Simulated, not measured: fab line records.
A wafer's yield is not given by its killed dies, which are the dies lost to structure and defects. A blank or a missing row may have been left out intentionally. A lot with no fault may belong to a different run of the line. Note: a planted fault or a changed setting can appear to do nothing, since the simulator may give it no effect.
Split-lot trial | flow sky130 | 14 wafers read across 5 lots, on a route 708 steps long

## SPLIT DETAILS
At SKY_METAL2_ETCH_18 (etches BARC in N2/H2, stops on SiO2, time 45.9 s, target depth 60 nm), the setting time s was moved away from the recipe's 45.9 s on 2 of the 14 wafers read, by -8.8% to +12.2%. For the rest of the wafers, this setting stayed at what the recipe calls for.

Reading taken at the split's own step.

## THE READING
KrF-thick_of_METAL2_COAT_10.thk nm (the simulator's own value, which no gauge read), in nm, at SKY_METAL2_ETCH_18 (etches BARC in N2/H2, stops on SiO2, time 45.9 s, target depth 60 nm). There is no usual value for it anywhere in the file. Here, 12 wafers ran the recipe; their average is 392.7 nm with a standard deviation of 1.1 nm.

wafer  | tool, chamber at the split | time s as run, s | against the recipe | KrF-thick_of_METAL2_COAT_10.thk nm, nm | against lot-mates on the recipe
L076.2 | rie metal-01, 1            | 45.9             | recipe             | 390.8                                  | -
L076.5 | rie metal-01, 1            | 45.9             | recipe             | 391.8                                  | -
L075.3 | rie metal-02, 1            | 45.9             | recipe             | 392.4                                  | -
L075.5 | rie metal-02, 1            | 51.48            | +12.2%             | 385.8                                  | -6.6
L079.3 | rie metal-02, 1            | 45.9             | recipe             | 392.5                                  | -
L079.5 | rie metal-02, 0            | 45.9             | recipe             | 392.3                                  | -
L079.6 | rie metal-02, 1            | 45.9             | recipe             | 392.7                                  | -
L082.1 | rie metal-02, 0            | 45.9             | recipe             | 391.6                                  | -
L082.2 | rie metal-02, 1            | 45.9             | recipe             | 393.2                                  | -
L082.3 | rie metal-02, 0            | 45.9             | recipe             | 392.5                                  | -
L082.4 | rie metal-02, 1            | 45.9             | recipe             | 393.5                                  | -
L082.5 | rie metal-02, 1            | 45.9             | recipe             | 394.2                                  | -
L084.4 | rie metal-02, 0            | 45.9             | recipe             | 394.8                                  | -
L084.5 | rie metal-02, 1            | 41.84            | -8.8%              | 398.7                                  | +3.9

THE FIT
A straight line over all 14 wafers: KrF-thick_of_METAL2_COAT_10.thk nm changes by -0.607 nm for each +1% of time s; r = -0.92; the points scatter about the line by 1.1 nm.
The same after taking each lot's own level away (the mean of its wafers on the recipe; 14 wafers): -0.507 nm for each +1%; r = -0.96; scatter 0.64 nm.
On that fit, the largest move of time s shifts the reading by 6.2 nm.
Measured against the standard deviation above, the lots' own levels, which go from 391.30 to 394.80 nm, span 3.3 times it.
Thus the slope moves with the lot-to-lot level: the two fits are different.
Check: for one of the wafers moved furthest among these (+12.2%), held out of the fit, the line's prediction against its lot-mates is -5.36 nm. Against them it came out at -6.6 nm.

## ADDITIONAL SPLITS CARRIED BY THESE WAFERS
Other splits were also applied to these wafers ahead of the reading. Each is held against what the fit with the lots' levels taken away leaves over:
other split on the same wafers                   | wafers away from the commonest value | r with KrF-thick_of_METAL2_COAT_10.thk nm (lot level and that fit taken away)
SKY_LOCAL_INTERCONNECT_DEVELOP_10 develop time s | 4                                    | -0.10
SKY_CONTACT_CMP_27 t overpolish s                | 4                                    | -0.63
SKY_VIA1_HDPCVD_00 sih4 flow sccm                | 3                                    | -0.04
SKY_METAL2_SPUTTER_02 time s                     | 0                                    | -

## FILE'S OWN FIT
KrF-thick_of_METAL2_COAT_10.thk nm changes by -0.509 nm for each +1% of time s, r = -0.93.
